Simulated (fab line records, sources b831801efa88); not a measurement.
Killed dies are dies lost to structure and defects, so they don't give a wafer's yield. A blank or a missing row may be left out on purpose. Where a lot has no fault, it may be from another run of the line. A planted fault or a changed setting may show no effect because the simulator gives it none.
fab line records    flow sfq_line
[record] lots = 13  wafers = 39  last_day = 93
route steps=325 shown M4@161 I4@175 JJ@182
lots that met no fault: from a run of the same line without faults
start_h: hours from the record's first day to the start of the lot's first wafer shown    wait_h: hours since the lot's step before    " unchanged from the row above    L1.1+2: a single row standing in for several wafers    - value missing, or start not given    * or withheld: withheld    < > ~ a bound
route shown NAME@n: NAME is a module with steps in the file, n the number in the route of the first one    usual: mean/standard deviation taken from wafers without a fault    same: alike in all rows    chamber/n: place in a boat    sites: each site's reading    _std_site: standard deviation of those values    _edge_site: outer sites' mean less inner sites'    radius_mm: for every site, how far away it sits from the centre of the wafer    mask NAME#n: copy n    behind: the last tool/chamber to shape the wafer    hold: the reason the lot was held/the length of the hold in hours/how it ended    device: the transistor (n, p or np) that didn't switch    end of line: at the end of the route, the tests of the same wafers    a step given without rows: its recipe and nothing more    killed: dies lost to structure and defects at the first sort, not the wafer's yield    map: the dies of a wafer, with x for killed, . for not killed, _ for no die there
set.NAME: the run value of the setting; set.NAME@STEP: its run value at that earlier step    model.NAME: the simulator's own value behind a step, which no gauge read
a sample of lots followed through the steps of the route, with each step as a table and each wafer as a row
services: from which hour (start_h, from the record's first day; less than 0 if before it) a tool's chamber was out of use, for how many hours, and why
[[steps]]
[step SFQ_TRILAYER_M4_STRIP_STRIP_097]
[recipe] gas = O2  power_w = 200  platen_temp_c = 40  overash_fraction = 0.65  chemistry = O2  pressure_mtorr = 50
[usual] drypump_motor_current_A = 6.1/0.46  oes_product_au = 0.999/0.0079
lot.wafer  tool          chamber  start_h  wait_h  drypump_motor_current_A  oes_product_au  rf_hours_counter_h
L767.2     rie_metal-02  0        1101.59  0.1     6.4                      0.988           83
L767.3     "             0        "        "       6.4                      0.994           -
L767.6     "             1        "        "       6.8                      0.995           -
L769.4     rie_metal-02  0        1119.11  0.2     6.4                      0.984           -
L769.5     "             1        "        "       6.8                      0.995           -
L769.6     "             0        "        "       6.4                      0.993           -
L770.1     rie_metal-03  0        1123.60  0.1     5.5                      0.979           46
L770.3     "             0        "        "       5.5                      0.996           -
L770.4     "             1        "        "       6.3                      0.986           -
L771.1     rie_metal-03  1        1126.00  0.1     6.3                      0.988           8
L771.3     "             1        "        "       6.3                      0.997           -
L771.4     "             0        "        "       5.5                      0.993           -
L776.3     rie_metal-02  0        1310.40  0.2     6.4                      1.000           -
L776.4     "             1        "        "       6.8                      1.008           -
L776.5     "             1        "        "       6.8                      1.007           -
L777.2     rie_metal-04  1        1313.80  0.1     6.3                      1.000           75
L777.3     "             0        "        "       5.7                      0.999           -
L777.4     "             1        "        "       6.2                      0.997           -
L781.3     rie_metal-03  0        1327.32  0.2     5.4                      0.990           -
L781.4     "             1        "        "       6.3                      0.995           -
L781.5     "             0        "        "       5.4                      0.982           -
L782.4     rie_metal-02  1        1329.72  0.2     6.8                      1.018           -
L782.5     "             0        "        "       6.4                      1.001           -
L782.6     "             1        "        "       6.8                      1.012           -
L783.2     rie_metal-03  1        1437.35  0.1     6.3                      0.994           50
L783.3     "             1        "        "       6.3                      0.996           -
L783.4     "             0        "        "       5.4                      0.997           -
L784.4     rie_metal-04  1        1438.75  0.2     6.3                      0.997           -
L784.5     "             1        "        "       6.3                      1.014           -
L784.6     "             0        "        "       5.7                      0.999           -
L785.2     rie_metal-04  1        1442.28  0.1     6.2                      1.000           95
L785.4     "             1        "        "       6.3                      1.011           -
L785.5     "             0        "        "       5.7                      0.987           -
L786.1     rie_metal-03  1        1443.48  0.1     6.3                      0.997           51
L786.2     "             0        "        "       5.4                      0.992           91
L786.3     "             1        "        "       6.3                      1.011           -
L787.1     rie_metal-04  0        1445.88  0.1     5.6                      1.003           3
L787.3     "             1        "        "       6.3                      1.006           -
L787.6     "             0        "        "       5.6                      1.007           -
[step SFQ_TRILAYER_I4_VIA_ETCH_VIA_ETCH_106]
[recipe] target = SiO2  stop_on = Nb  mask_material = PR  taper_deg = 20  chemistry = CHF3  target_depth_nm = 260  source_w = 500  bias_w = 80  pressure_mtorr = 30  time_s = withheld
[usual] drypump_motor_current_A = 5.9/0.43  oes_product_au = 0.854/0.005
lot.wafer  tool         chamber  start_h  wait_h  drypump_motor_current_A  oes_product_au
L767.2     rie_diel-02  3        1109.13  0.0     6.2                      0.853
L767.3     "            2        "        "       5.6                      0.850
L767.6     "            2        "        "       5.7                      0.863
L769.4     rie_diel-01  1        1157.23  0.0     6.2                      0.854
L769.5     "            0        "        "       5.8                      0.851
L769.6     "            3        "        "       6.6                      0.847
L770.1     rie_diel-02  0        1158.43  0.0     6.2                      0.848
L770.3     "            1        "        "       5.8                      0.854
L770.4     "            3        "        "       6.1                      0.848
L771.1     rie_diel-03  1        1159.63  0.0     5.7                      0.858
L771.3     "            3        "        "       4.9                      0.853
L771.4     "            2        "        "       6.2                      0.849
L776.3     rie_diel-01  2        1335.35  0.0     5.1                      0.849
L776.4     "            1        "        "       6.2                      0.852
L776.5     "            1        "        "       6.2                      0.864
L777.2     rie_diel-02  1        1336.55  0.0     5.8                      0.857
L777.3     "            2        "        "       5.6                      0.855
L777.4     "            0        "        "       6.3                      0.857
L781.3     rie_diel-02  2        1346.11  0.0     5.6                      0.855
L781.4     "            3        "        "       6.1                      0.858
L781.5     "            3        "        "       6.1                      0.859
L782.4     rie_diel-02  1        1373.46  0.0     5.8                      0.866
L782.5     "            2        "        "       5.6                      0.858
L782.6     "            1        "        "       5.8                      0.850
L783.2     rie_diel-03  3        1445.58  0.0     4.9                      0.845
L783.3     "            2        "        "       6.3                      0.853
L783.4     "            1        "        "       5.7                      0.853
L784.4     rie_diel-01  1        1448.45  0.0     6.2                      0.854
L784.5     "            1        "        "       6.2                      0.857
L784.6     "            0        "        "       5.8                      0.845
L785.2     rie_diel-03  1        1451.45  0.0     5.7                      0.845
L785.4     "            3        "        "       4.9                      0.852
L785.5     "            1        "        "       5.7                      0.851
L786.1     rie_diel-02  3        1452.84  0.0     6.1                      0.857
L786.2     "            2        "        "       5.6                      0.847
L786.3     "            0        "        "       6.2                      0.856
L787.1     rie_diel-01  0        1459.09  0.0     5.8                      0.860
L787.3     "            1        "        "       6.2                      0.857
L787.6     "            3        "        "       6.6                      0.859
[step SFQ_TRILAYER_JJ_TRILAYER_DEP_SPUTTER_112]
[recipe] material = Nb  base_pressure_pa = 1.33e-06  chamber_pressure_pa = 0.1333  substrate_temp_c = 20  target_thk_nm = 170  power_w = 2000  time_s = 113.3
[usual] chamber_pressure_pa = 0.13331/0.00025  throttle_valve_pct = 29.8/0.89
lot.wafer  tool            chamber  start_h  wait_h  chamber_pressure_pa  throttle_valve_pct
L767.2     pvd_sputter-06  -        1111.14  0.5     0.1334               28.2
L767.3     "               -        "        "       0.13301              29.8
L767.6     "               -        "        "       0.13294              29.6
L769.4     pvd_sputter-04  -        1159.24  0.5     0.13316              29.3
L769.5     "               -        "        "       0.13348              30.1
L769.6     "               -        "        "       0.13286              28.9
L770.1     pvd_sputter-04  -        1160.47  0.5     0.13303              31.4
L770.3     "               -        "        "       0.13275              29.0
L770.4     "               -        "        "       0.13311              28.8
L771.1     pvd_sputter-04  -        1161.68  0.5     0.13318              28.9
L771.3     "               -        "        "       0.13342              30.5
L771.4     "               -        "        "       0.13327              29.2
L776.3     pvd_sputter-03  -        1337.36  0.5     0.1336               29.6
L776.4     "               -        "        "       0.13327              28.4
L776.5     "               -        "        "       0.13364              29.9
L777.2     pvd_sputter-06  -        1338.56  0.5     0.13341              31.1
L777.3     "               -        "        "       0.13338              29.7
L777.4     "               -        "        "       0.13328              28.3
L781.3     pvd_sputter-04  -        1348.12  0.5     0.13356              28.8
L781.4     "               -        "        "       0.13315              31.6
L781.5     "               -        "        "       0.13319              30.3
L782.4     pvd_sputter-06  -        1375.47  0.5     0.13366              28.5
L782.5     "               -        "        "       0.1332               28.3
L782.6     "               -        "        "       0.13319              29.6
L783.2     pvd_sputter-04  -        1447.59  0.5     0.13323              30.4
L783.3     "               -        "        "       0.1336               31.5
L783.4     "               -        "        "       0.13326              28.7
L784.4     pvd_sputter-03  -        1450.46  0.5     0.13319              30.0
L784.5     "               -        "        "       0.13298              30.0
L784.6     "               -        "        "       0.13336              30.5
L785.2     pvd_sputter-06  -        1454.06  0.5     0.13348              30.9
L785.4     "               -        "        "       0.13375              29.7
L785.5     "               -        "        "       0.13369              29.9
L786.1     pvd_sputter-04  -        1454.85  0.5     0.13363              30.4
L786.2     "               -        "        "       0.13324              29.3
L786.3     "               -        "        "       0.13322              28.7
L787.1     pvd_sputter-03  -        1461.10  0.5     0.13296              28.5
L787.3     "               -        "        "       0.13345              30.4
L787.6     "               -        "        "       0.13316              29.9
[step SFQ_JJ_RS_MEAS_929]
[recipe] thk_meas_gauge = four-point-probe  reads = Nb_of_TRILAYER_JJ_TRILAYER_DEP_SPUTTER_112
[usual] JJ_NB_RS = 1.050/0.0099
lot.wafer  tool           chamber  start_h  wait_h  JJ_NB_RS[ohm/sq]
L767.2     film_metro-03  -        1111.24  0.1     1.043
L767.3     "              -        "        "       1.049
L767.6     "              -        "        "       1.047
L769.4     film_metro-03  -        1159.38  0.1     1.053
L769.5     "              -        "        "       1.045
L769.6     "              -        "        "       1.041
L770.1     film_metro-04  -        1160.55  0.0     1.053
L770.3     "              -        "        "       1.047
L770.4     "              -        "        "       1.039
L771.1     film_metro-04  -        1161.76  0.0     1.053
L771.3     "              -        "        "       1.054
L771.4     "              -        "        "       1.059
L776.3     film_metro-04  -        1337.48  0.1     1.031
L776.4     "              -        "        "       1.028
L776.5     "              -        "        "       1.040
L777.2     film_metro-04  -        1338.66  0.1     1.042
L777.3     "              -        "        "       1.036
L777.4     "              -        "        "       1.045
L781.3     film_metro-03  -        1348.24  0.1     2.180
L781.4     "              -        "        "       1.054
L781.5     "              -        "        "       2.200
L782.4     film_metro-04  -        1375.61  0.1     1.059
L782.5     "              -        "        "       1.062
L782.6     "              -        "        "       1.055
L783.2     film_metro-01  -        1447.69  0.1     1.049
L783.3     "              -        "        "       1.045
L783.4     "              -        "        "       1.035
L784.4     film_metro-01  -        1450.60  0.1     1.059
L784.5     "              -        "        "       1.041
L784.6     "              -        "        "       1.055
L785.2     film_metro-01  -        1454.16  0.1     1.041
L785.4     "              -        "        "       1.056
L785.5     "              -        "        "       1.051
L786.1     film_metro-03  -        1454.93  0.0     1.066
L786.2     "              -        "        "       1.076
L786.3     "              -        "        "       1.065
L787.1     film_metro-04  -        1461.18  0.0     1.043
L787.3     "              -        "        "       1.047
L787.6     "              -        "        "       1.052
[step SFQ_TRILAYER_JJ_CE_METRO_MEASURE_117]
[usual] cd_nm = 700.0/1.4
lot.wafer  tool       chamber  start_h  wait_h  cd_nm
L767.2     cd_sem-01  -        1230.76  0.2     700.6
L767.3     "          -        "        "       703.0
L767.6     "          -        "        "       702.4
L769.4     cd_sem-02  -        1296.21  0.6     698.3
L769.5     "          -        "        "       698.4
L769.6     "          -        "        "       699.7
L770.1     cd_sem-02  -        1296.81  0.0     700.7
L770.3     "          -        "        "       701.4
L770.4     "          -        "        "       703.1
L771.1     cd_sem-02  -        1299.21  0.0     700.0
L771.3     "          -        "        "       698.9
L771.4     "          -        "        "       699.9
L776.3     cd_sem-02  -        1456.89  0.4     700.9
L776.4     "          -        "        "       701.4
L776.5     "          -        "        "       700.4
L777.2     cd_sem-01  -        1457.89  0.2     699.9
L777.3     "          -        "        "       700.3
L777.4     "          -        "        "       700.6
L781.3     cd_sem-01  -        1471.29  0.4     700.9
L781.4     "          -        "        "       702.0
L781.5     "          -        "        "       700.3
L782.4     cd_sem-02  -        1472.69  0.6     697.6
L782.5     "          -        "        "       698.2
L782.6     "          -        "        "       696.4
L783.2     cd_sem-01  -        1474.69  0.2     700.2
L783.3     "          -        "        "       699.3
L783.4     "          -        "        "       700.8
L784.4     cd_sem-02  -        1476.35  0.6     700.1
L784.5     "          -        "        "       700.2
L784.6     "          -        "        "       700.7
L785.2     cd_sem-01  -        1477.09  0.2     698.5
L785.4     "          -        "        "       699.7
L785.5     "          -        "        "       699.0
L786.1     cd_sem-02  -        1478.09  0.0     697.8
L786.2     "          -        "        "       697.4
L786.3     "          -        "        "       698.2
L787.1     cd_sem-01  -        1479.35  0.0     700.8
L787.3     "          -        "        "       700.5
L787.6     "          -        "        "       700.7
[step SFQ_TRILAYER_JJ_CE_ETCH_RIE_118]
[recipe] target = Nb  stop_on = Al2O3  mask_material = PR  taper_deg = 13.257  over_etch_frac = 0.15  time_s = 97.7  chemistry = SF6  target_depth_nm = 170  icp_w = 600  bias_w = 80  pressure_mtorr = 10
[usual] drypump_motor_current_A = 5.9/0.33  oes_product_au = 0.988/0.0059
[same] time_s = 97.7
lot.wafer  tool          chamber  start_h  wait_h  drypump_motor_current_A  oes_product_au  rf_hours_counter_h
L767.2     rie_metal-03  0        1231.85  0.1     5.5                      0.991           64
L767.3     "             1        "        "       6.3                      0.993           -
L767.6     "             1        "        "       6.3                      0.985           -
L769.4     rie_metal-03  0        1296.94  0.1     5.5                      0.979           -
L769.5     "             1        "        "       6.3                      0.988           -
L769.6     "             0        "        "       5.5                      0.990           -
L770.1     rie_metal-03  1        1298.10  0.1     6.3                      0.979           30
L770.3     "             0        "        "       5.4                      0.981           -
L770.4     "             1        "        "       6.3                      0.989           -
L771.1     rie_metal-03  1        1300.50  0.1     6.3                      0.987           31
L771.3     "             1        "        "       6.3                      0.985           -
L771.4     "             0        "        "       5.4                      0.993           -
L776.3     rie_metal-03  0        1457.82  0.1     5.4                      0.995           -
L776.4     "             1        "        "       6.3                      0.986           -
L776.5     "             1        "        "       6.3                      0.986           -
L777.2     rie_metal-03  1        1458.98  0.1     6.3                      0.983           54
L777.3     "             0        "        "       5.4                      0.982           -
L777.4     "             1        "        "       6.3                      0.988           -
L781.3     rie_metal-03  1        1472.22  0.1     6.3                      0.685           -
L781.4     "             0        "        "       5.5                      0.989           -
L781.5     "             1        "        "       6.3                      0.677           -
L782.4     rie_metal-04  1        1473.42  0.1     6.2                      0.990           -
L782.5     "             1        "        "       6.3                      0.983           -
L782.6     "             0        "        "       5.7                      0.989           -
L783.2     rie_metal-01  1        1475.81  0.1     5.9                      0.986           125
L783.3     "             0        "        "       5.7                      0.991           -
L783.4     "             1        "        "       5.9                      0.989           -
L784.4     rie_metal-01  1        1477.12  0.1     5.9                      0.986           -
L784.5     "             1        "        "       5.9                      0.997           -
L784.6     "             0        "        "       5.8                      0.984           -
L785.2     rie_metal-01  0        1478.21  0.1     5.8                      0.991           51
L785.4     "             1        "        "       5.9                      0.993           -
L785.5     "             0        "        "       5.8                      0.988           -
L786.1     rie_metal-01  0        1479.41  0.1     5.7                      0.990           51
L786.2     "             1        "        "       5.9                      0.991           125
L786.3     "             1        "        "       5.9                      0.988           -
L787.1     rie_metal-04  0        1480.64  0.1     5.7                      0.981           10
L787.3     "             0        "        "       5.7                      0.993           -
L787.6     "             1        "        "       6.2                      0.988           -
[[services]]
tool            chamber  start_h  hours  kind
cd_sem-01       -        1085.21  1.6    pm
cd_sem-01       -        1091.81  3.2    pm
rie_metal-04    -        1114.09  28.1   pm
cd_sem-02       -        1116.99  0.8    pm
cd_sem-01       -        1119.25  2.4    pm
rie_diel-02     -        1119.51  0.2    repair
cd_sem-02       -        1135.27  1.8    pm
rie_metal-03    0        1154.76  14.4   repair
cd_sem-02       -        1158.64  1.1    pm
cd_sem-01       -        1169.07  0.2    pm
rie_metal-03    1        1192.11  18.5   repair
cd_sem-02       -        1192.78  0.5    pm
rie_metal-03    -        1232.35  14.6   pm
pvd_sputter-04  -        1248.63  0.9    repair
cd_sem-01       -        1256.81  0.1    pm
rie_metal-04    -        1265.17  2.8    pm
pvd_sputter-04  -        1266.69  1.6    repair
cd_sem-01       -        1269.21  3.6    pm
cd_sem-02       -        1313.27  0.6    pm
cd_sem-02       -        1319.27  1.2    pm
rie_metal-03    -        1345.24  10.6   repair
cd_sem-02       -        1376.78  0.6    pm
cd_sem-02       -        1384.10  7.5    repair
cd_sem-02       -        1428.64  4.6    pm
[[key]]
[first_sign] step = SFQ_JJ_RS_MEAS_929  reading = JJ_NB_RS  direction = up  sigmas = 99+  usual = 1.050  struck = 2.190
[effect] step = SFQ_TRILAYER_JJ_CE_ETCH_RIE_118  reading = oes_product_au  direction = down  sigmas = 52  usual = 0.988  struck = 0.681
met_at SFQ_TRILAYER_JJ_TRILAYER_DEP_SPUTTER_112
struck_lots L781
struck_wafers L781.3,L781.5
not_acting_at SFQ_TRILAYER_M4_STRIP_STRIP_097,SFQ_TRILAYER_I4_VIA_ETCH_VIA_ETCH_106,SFQ_TRILAYER_JJ_CE_METRO_MEASURE_117
onset_between 1161.68 1348.12
[fault] kind = process_parameter_drift  tool = pvd_sputter-04  chamber = -  onset_h = 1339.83  steps = SFQ_TRILAYER_JJ_TRILAYER_DEP_SPUTTER_112  channel = target_thk_nm  offset = -87.836  shape = step  end_h = 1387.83  scope = struck_wafers_only  acts_in = these_recipes_only  stated = 170
